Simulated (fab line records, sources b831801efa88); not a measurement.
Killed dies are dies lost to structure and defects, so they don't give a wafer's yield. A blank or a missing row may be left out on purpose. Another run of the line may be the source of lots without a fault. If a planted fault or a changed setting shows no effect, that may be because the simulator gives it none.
Which of the tools did it? -- flow gf180mcu -- 39 wafers from 13 lots sampled at 2 of the route's 602 steps

== WHAT THE GAUGES READ, wafer by wafer ==
GF_HV_LDD_THK_MEAS_55. Usual: for HV_LDD_CVD_54_THK the level is 9.99 nm and the standard deviation is 0.15.
lot,measured,on,HV_LDD_CVD_54_THK (nm),flag
L376,day 12 22:47,filmMetro-02,10.14 10.11 10.12,
L377,day 13 05:02,filmMetro-02,9.99 9.99 9.99,
L379,day 13 15:09,filmMetro-01,9.80 9.76 9.66,
L380,day 13 23:05,filmMetro-03,9.82 9.71 9.83,
L381,day 14 06:35,filmMetro-02,10.06 9.98 10.04,
L382,day 14 17:35,filmMetro-01,10.17 10.08 10.16,
L391,day 17 19:03,filmMetro-03,10.23 10.12 10.17,
L392,day 18 01:58,filmMetro-01,9.93 10.02 10.12,
L393,day 18 06:13,filmMetro-03,10.10 10.28 10.07,
L395,day 19 01:33,filmMetro-01,10.09 10.08 9.98,
L396,day 19 11:37,filmMetro-03,10.17 10.02 10.08,
L397,day 19 17:52,filmMetro-02,10.17 10.29 10.27,
L398,day 20 01:58,filmMetro-03,9.97 9.97 9.96,

== TOOL THAT RAN EACH LOT (tool first, then ch and the chambers of the sampled wafers, then the start) ==
lot,GF_HV_LDD_RTA_52
L376,"rtpAnneal-02 ch 0, day 12 21:35"
L377,"rtpAnneal-02 ch 0, day 13 03:19"
L379,"rtpAnneal-01 ch 0, day 13 13:26"
L380,"rtpAnneal-02 ch 0, day 13 21:53"
L381,"rtpAnneal-02 ch 0, day 14 05:23"
L382,"rtpAnneal-01 ch 0, day 14 16:08"
L391,"rtpAnneal-02 ch 0, day 17 17:51"
L392,"rtpAnneal-01 ch 0, day 18 00:46"
L393,"rtpAnneal-01 ch 0, day 18 05:01"
L395,"rtpAnneal-02 ch 0, day 19 00:21"
L396,"rtpAnneal-01 ch 0, day 19 10:25"
L397,"rtpAnneal-01 ch 0, day 19 16:40"
L398,"rtpAnneal-01 ch 0, day 20 00:46"
- GF_HV_LDD_RTA_52: time 10 s.

== AS READ BY THE TOOLS THEMSELVES (means over the sampled wafers that have a number; for cases with no such wafer, the mark the record gives instead) ==
GF_HV_LDD_RTA_52. Usual: chamberO2Ppm 2.001, standard deviation 0.023; lampPowerPct 32.2 %, standard deviation 2.1; wafer_temp_C_max 1004.9, standard deviation 1.4.
lot,tool,chamberO2Ppm,lampPowerPct (%),wafer_temp_C_max,flag
L376,rtpAnneal-02,2.014,30.3,1006.4,
L377,rtpAnneal-02,1.972,30.3,1006.6,
L379,rtpAnneal-01,2.008,34.7,1003.6,
L380,rtpAnneal-02,2.024,30.3,1006.0,
L381,rtpAnneal-02,1.985,30.3,1005.8,
L382,rtpAnneal-01,1.997,34.7,1003.7,
L391,rtpAnneal-02,1.976,30.3,1005.6,
L392,rtpAnneal-01,1.976,34.7,1003.6,
L393,rtpAnneal-01,1.973,34.7,1003.9,
L395,rtpAnneal-02,1.990,30.4,1005.2,
L396,rtpAnneal-01,2.005,34.7,1003.4,
L397,rtpAnneal-01,2.009,34.7,1003.9,
L398,rtpAnneal-01,1.992,34.7,1003.4,

== THE ANSWER, worked out from the rows above alone ==
Rule: take the mean of a lot's wafers that have a number; if it is more than 3 standard deviations from the usual mean, the lot is off. Also off: a lot with no number at a reading for which 4 or more lots have one. All remaining lots with rows at the step are treated as sound. Order of review: gauges by route order, followed by the tools' own readings, for which a lot's mean as printed above is used. The first step at which some lot is off is used, and at that step the reading that is off furthest; a lot without a number counts as furthest.
None of the lots is off at any reading shown; this tells nothing.

== WHAT HAD BEEN PUT IN BY THE SIMULATOR ==
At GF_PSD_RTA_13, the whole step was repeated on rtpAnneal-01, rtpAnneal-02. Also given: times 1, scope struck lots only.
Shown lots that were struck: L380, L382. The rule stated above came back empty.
